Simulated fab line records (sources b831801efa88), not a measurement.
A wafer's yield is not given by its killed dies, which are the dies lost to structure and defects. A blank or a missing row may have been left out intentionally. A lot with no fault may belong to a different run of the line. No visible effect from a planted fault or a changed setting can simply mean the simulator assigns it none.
Which of the tools did it? -- flow sky130 -- 7 lots with 21 wafers sampled at 5 steps, on a route of 708 steps

## WHAT THE GAUGES SHOWED, per wafer
SKY_VT_ADJUST_HVTP_CD_MEAS_07: target cd 380 nm.
lot,measured,on,cd_nm (nm)
L225,day 6 09:37,cd_sem-02,378.9 378.5 381.7
L227,day 6 19:58,cd_sem-02,377.2 377.2 377.1
L229,day 7 21:31,cd_sem-01,382.6 380.3 379.4
L235,day 8 21:17,cd_sem-02,380.1 379.9 379.3
L237,day 9 11:08,cd_sem-02,382.3 383.0 383.3
L246,day 12 09:47,cd_sem-01,380.9 382.2 381.4

## WHICH TOOL RAN EACH LOT (tool, then ch and the chambers of the sampled wafers, then the start)
lot,SKY_FIELD_ISO_ETCH_14,SKY_FIELD_ISO_ETCH_15,SKY_FIELD_ISO_STRIP_16,SKY_FIELD_ISO_ETCH_17
L225,"rie_diel-01 ch 0,2,3, day 2 13:32","rie_diel-01 ch 0,2,3, day 2 13:35","plasma_asher-02 ch 0,1, day 2 13:38","rie_si-01 ch 0,1,3, day 2 13:44"
L227,"rie_diel-01 ch 0,1,3, day 2 22:14","rie_diel-01 ch 0,1,3, day 2 22:17","plasma_asher-02 ch 0,1, day 2 22:20","rie_si-01 ch 1,2,3, day 2 22:26"
L229,"rie_diel-04 ch 0,2, day 3 06:52","rie_diel-04 ch 0,2, day 3 06:54","plasma_asher-02 ch 0,1, day 3 06:57","rie_si-02 ch 1,3, day 3 07:03"
L235,"rie_diel-02 ch 0,1,3, day 4 14:56","rie_diel-02 ch 0,1,3, day 4 14:59","plasma_asher-01 ch 0,1, day 4 15:02","rie_si-02 ch 0,1,2, day 4 15:08"
L237,"rie_diel-02 ch 0,1,3, day 5 02:19","rie_diel-02 ch 0,1,3, day 5 02:21","plasma_asher-02 ch 0,1, day 5 02:24","rie_si-01 ch 2,3, day 5 02:30"
L241,"rie_diel-04 ch 1,2,3, day 5 21:28","rie_diel-04 ch 1,2,3, day 5 21:30","plasma_asher-03 ch 0,1, day 5 21:33","rie_si-02 ch 0,2,3, day 5 21:39"
L246,"rie_diel-01 ch 1,2,3, day 7 00:41","rie_diel-01 ch 1,2,3, day 7 00:44","plasma_asher-03 ch 0,1, day 7 00:47","rie_si-02 ch 0,2,3, day 7 00:53"
- SKY_FIELD_ISO_ETCH_14: etches BARC in N2/H2, stops on SiO2, time 45.9 s, target depth 60 nm.
- SKY_FIELD_ISO_ETCH_15: etches the open film in CHF3/O2, stops on Si, target depth 180 nm, time 72 s.
- SKY_FIELD_ISO_STRIP_16: strips in O2/N2.
- SKY_FIELD_ISO_ETCH_17: etches Si in HBr/Cl2/O2, target depth 342 nm, time 97.7 s.

## THE ANSWER, worked out from the rows above alone
Rule: what is usual is taken from the lots themselves. The widest of any qualifying gaps counts: lots, ordered by their means at a reading, are off when they make up no more than a third of the lots, leave a main group of 4 or more, and stand apart from it by 3 or more times the standard deviation of that group's means. A main group is skipped when, at the precision printed for the reading in the tables above, its means are all equal. A lot without any number at a reading at which 4 lots or more have one is off too. All remaining lots with rows at the step are treated as sound.
Across all readings shown, no lot is off: no conclusion can be drawn from this.

## WHAT WAS PUT IN BY THE SIMULATOR
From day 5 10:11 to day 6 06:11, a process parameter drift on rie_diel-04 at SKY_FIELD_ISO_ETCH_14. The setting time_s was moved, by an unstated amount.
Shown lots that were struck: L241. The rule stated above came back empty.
